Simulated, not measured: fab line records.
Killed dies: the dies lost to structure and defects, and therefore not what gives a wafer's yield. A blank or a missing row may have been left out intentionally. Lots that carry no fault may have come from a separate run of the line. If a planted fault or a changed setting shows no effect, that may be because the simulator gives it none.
fab line records -- flow sfq_line
[record] lots = 14, wafers = 42, last_day = 80
route steps=325 shown M3@129
lots with no fault: from the same line, run without faults
start_h: start of the lot's first displayed wafer, in hours after the record's first day -- wait_h: hours from the lot's prior step to this one -- " unchanged from the row above -- L1.1+2: one row covering several wafers at once -- - either no value or no given start -- * or withheld: withheld -- < > ~ a bound
route shown NAME@n: a module of which the file shows steps, and the number in the route of the first -- usual: average and standard deviation across the fault-free wafers -- same: alike in all rows -- chamber/n: place in a boat -- sites: readings site by site -- _std_site: the values' standard deviation -- _edge_site: mean of outer sites minus mean of inner sites -- radius_mm: how far each site lies from the wafer's centre -- mask NAME#n: copy n -- behind: the most recent tool/chamber to have shaped the wafer -- hold: why the lot was held/for how many hours/how that ended -- device: which transistor (n, p or np) failed to switch -- end of line: the tests these same wafers got at the end of their route -- a step given without rows: its recipe and nothing more -- killed: at the first sort, the dies lost to defects and structure; wafer yield is something else -- map: a wafer's dies, x killed, . not, _ none there
set.NAME: the setting the step ran with; set.NAME@STEP: the setting that earlier step ran with -- model.NAME: the simulator's own value behind a step, which no gauge read
one table for each step of the route and one row for each wafer, over a sample of lots
services: a tool's chamber out of use, with start hour (start_h, from the record's first day; less than 0 if before it), hours out, and reason
[[steps]]
[step SFQ_TRILAYER_M3_BARC_OPEN_METAL_ETCH_100]
[recipe] mask_material = PR, chemistry = O2, target_depth_nm = 125, target = BARC, icp_w = 600, bias_w = 80, pressure_mtorr = 10, time_s = 41.7
[usual] drypump_motor_current_A = 5.19/0.17, oes_product_au = 0.685/0.0049, rf_fwd_power_W = 594.4/2.2
lot.wafer,tool,chamber,start_h,wait_h,drypump_motor_current_A,oes_product_au,rf_fwd_power_W,rf_hours_counter_h
L813.1,rie_metal-01,1,627.11,0.0,5.15,0.682,596.0,52
L813.3,rie_metal-01,0,627.11,0.0,5.07,0.686,590.5,-
L813.4,rie_metal-01,1,627.11,0.0,5.16,0.681,593.6,-
L814.1,rie_metal-03,1,629.51,0.0,5.43,0.681,596.5,18
L814.5,rie_metal-03,0,629.51,0.0,5.32,0.684,594.5,-
L814.6,rie_metal-03,1,629.51,0.0,5.44,0.685,594.4,-
L815.2,rie_metal-03,1,643.91,0.0,5.41,0.681,591.8,20
L815.3,rie_metal-03,0,643.91,0.0,5.30,0.689,595.8,-
L815.4,rie_metal-03,1,643.91,0.0,5.42,0.681,591.5,-
L816.1,rie_metal-01,0,654.26,0.0,5.06,0.688,591.0,86
L816.2,rie_metal-01,1,654.26,0.0,5.15,0.689,596.5,58
L816.5,rie_metal-01,0,654.26,0.0,5.06,0.678,592.6,-
L817.4,rie_metal-01,1,669.43,0.0,5.15,0.681,594.7,-
L817.5,rie_metal-01,0,669.43,0.0,5.04,0.684,595.4,-
L817.6,rie_metal-01,1,669.43,0.0,5.17,0.683,598.0,-
L824.1,rie_metal-03,0,715.01,0.0,5.30,0.690,500.7,43
L824.2,rie_metal-03,1,715.01,0.0,5.42,0.682,497.4,35
L824.4,rie_metal-03,0,715.01,0.0,5.29,0.686,499.2,-
L825.1,rie_metal-03,0,717.41,0.0,5.31,0.686,500.6,44
L825.3,rie_metal-03,1,717.41,0.0,5.41,0.682,497.9,-
L825.4,rie_metal-03,0,717.41,0.0,5.30,0.692,498.5,-
L827.1,rie_metal-01,0,737.81,0.0,5.07,0.688,591.9,102
L827.3,rie_metal-01,0,737.81,0.0,5.07,0.686,591.3,-
L827.6,rie_metal-01,1,737.81,0.0,5.17,0.676,597.1,-
L830.3,rie_metal-01,0,759.43,0.0,5.05,0.676,590.1,-
L830.5,rie_metal-01,0,759.43,0.0,5.05,0.688,591.3,-
L830.6,rie_metal-01,1,759.43,0.0,5.16,0.685,597.7,-
L832.2,rie_metal-01,1,779.71,0.0,5.14,0.692,595.3,80
L832.3,rie_metal-01,1,779.71,0.0,5.16,0.684,596.1,-
L832.5,rie_metal-01,1,779.71,0.0,5.15,0.682,593.4,-
L833.2,rie_metal-01,1,786.91,0.0,5.17,0.687,597.5,82
L833.4,rie_metal-01,1,786.91,0.0,5.16,0.683,594.5,-
L833.5,rie_metal-01,1,786.91,0.0,5.14,0.697,594.2,-
L834.1,rie_metal-03,1,792.91,0.0,5.41,0.678,596.9,48
L834.2,rie_metal-03,0,792.91,0.0,5.31,0.686,595.4,57
L834.6,rie_metal-03,0,792.91,0.0,5.31,0.689,596.2,-
L835.2,rie_metal-04,0,796.51,0.0,5.06,0.688,595.7,71
L835.4,rie_metal-04,0,796.51,0.0,5.07,0.677,592.1,-
L835.6,rie_metal-04,1,796.51,0.0,4.88,0.681,596.8,-
L836.1,rie_metal-01,1,802.51,0.0,5.16,0.676,592.3,85
L836.3,rie_metal-01,0,802.51,0.0,5.06,0.689,590.1,-
L836.5,rie_metal-01,0,802.51,0.0,5.07,0.683,592.4,-
[[services]]
tool,chamber,start_h,hours,kind
rie_metal-04,1,749.18,16.4,repair
[[key]]
[first_sign] step = SFQ_TRILAYER_M3_BARC_OPEN_METAL_ETCH_100, reading = rf_fwd_power_W, direction = down, sigmas = 44, usual = 594.4, struck = 499.1
effect none on later readings
met_at SFQ_TRILAYER_M3_BARC_OPEN_METAL_ETCH_100
struck_lots L824,L825
onset_between 643.91 715.01
[fault] kind = process_parameter_drift, tool = rie_metal-03, chamber = -, onset_h = 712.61, steps = SFQ_TRILAYER_M3_BARC_OPEN_METAL_ETCH_100, channel = icp_w, offset = -96, shape = step, end_h = 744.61, acts_in = these_recipes_only, stated = 600
